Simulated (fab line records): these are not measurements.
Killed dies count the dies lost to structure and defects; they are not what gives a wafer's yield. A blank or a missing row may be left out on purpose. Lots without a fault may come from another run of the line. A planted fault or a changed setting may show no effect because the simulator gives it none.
The tool behind it: which one? | flow sky130 | 11 lots with 33 wafers sampled at 2 steps, on a route of 708 steps

## WHAT THE GAUGES READ, wafer by wafer
SKY_PWDE_TW_MEAS_10.
lot  | measured    | on            | PWDE_TW
L453 | day 3 18:04 | film-metro-03 | 379.9 379.0 377.4
L454 | day 4 05:00 | film-metro-03 | 377.7 378.7 376.9
L456 | day 5 02:04 | film-metro-04 | 376.3 378.7 377.8
L457 | day 5 14:15 | film-metro-02 | 372.3 374.3 371.6
L461 | day 5 22:50 | film-metro-02 | 373.2 375.8 375.1
L466 | day 7 01:32 | film-metro-04 | 376.0 376.7 377.7
L467 | day 7 05:56 | film-metro-02 | 1123.3 1120.5 1123.4
L469 | day 7 13:28 | film-metro-04 | 1137.3 1136.4 1127.8
L471 | day 8 16:21 | film-metro-04 | 377.2 374.2 373.8
L473 | day 9 00:31 | film-metro-04 | 377.9 377.4 378.7
L476 | day 9 09:53 | film-metro-04 | 377.3 377.2 377.3

## EACH LOT AND THE TOOL THAT RAN IT (in order: tool; ch and the chambers of the sampled wafers; start)
lot  | SKY_DNWELL_COAT_02
L453 | litho-track-02 ch 0, day 2 19:23
L454 | litho-track-01 ch 0, day 3 06:14
L456 | litho-track-04 ch 0, day 4 00:47
L457 | litho-track-04 ch 0, day 4 10:32
L461 | litho-track-04 ch 0, day 4 19:46
L466 | litho-track-02 ch 0, day 5 21:17
L467 | litho-track-01, day 6 02:10
L469 | litho-track-04, day 6 08:34
L471 | litho-track-04 ch 0, day 7 08:50
L473 | litho-track-02 ch 0, day 7 16:47
L476 | litho-track-04 ch 0, day 8 01:52
- SKY_DNWELL_COAT_02: resist thk 3000 nm.

## THE ANSWER, worked out from the rows above alone
Rule: usual is defined by the lots themselves. Put in order of their means at a reading, lots are off if they are a third of the lots or fewer, leave a main group of 4 or more, and stand apart from it by a gap of 3 or more times the standard deviation of the main group's means; of several such gaps the widest counts. A main group whose means are all the same, to the digits that the tables above print for the reading, isn't used. Also off: a lot with no number at a reading for which 4 or more lots have one. Where the step has rows for the other lots, those lots are counted as sound.
Off: at SKY_PWDE_TW_MEAS_10 (PWDE_TW), L467, L469. The main group: mean 376.5, standard deviation 1.8.
If a tool, at a process step before that reading, ran all the lots that are off and no sound lot after the first of them, it fits. Gauges at SKY_PWDE_TW_MEAS_10: tried the same way as those tools. None of those tried fits.

## WHAT WAS PUT IN BY THE SIMULATOR
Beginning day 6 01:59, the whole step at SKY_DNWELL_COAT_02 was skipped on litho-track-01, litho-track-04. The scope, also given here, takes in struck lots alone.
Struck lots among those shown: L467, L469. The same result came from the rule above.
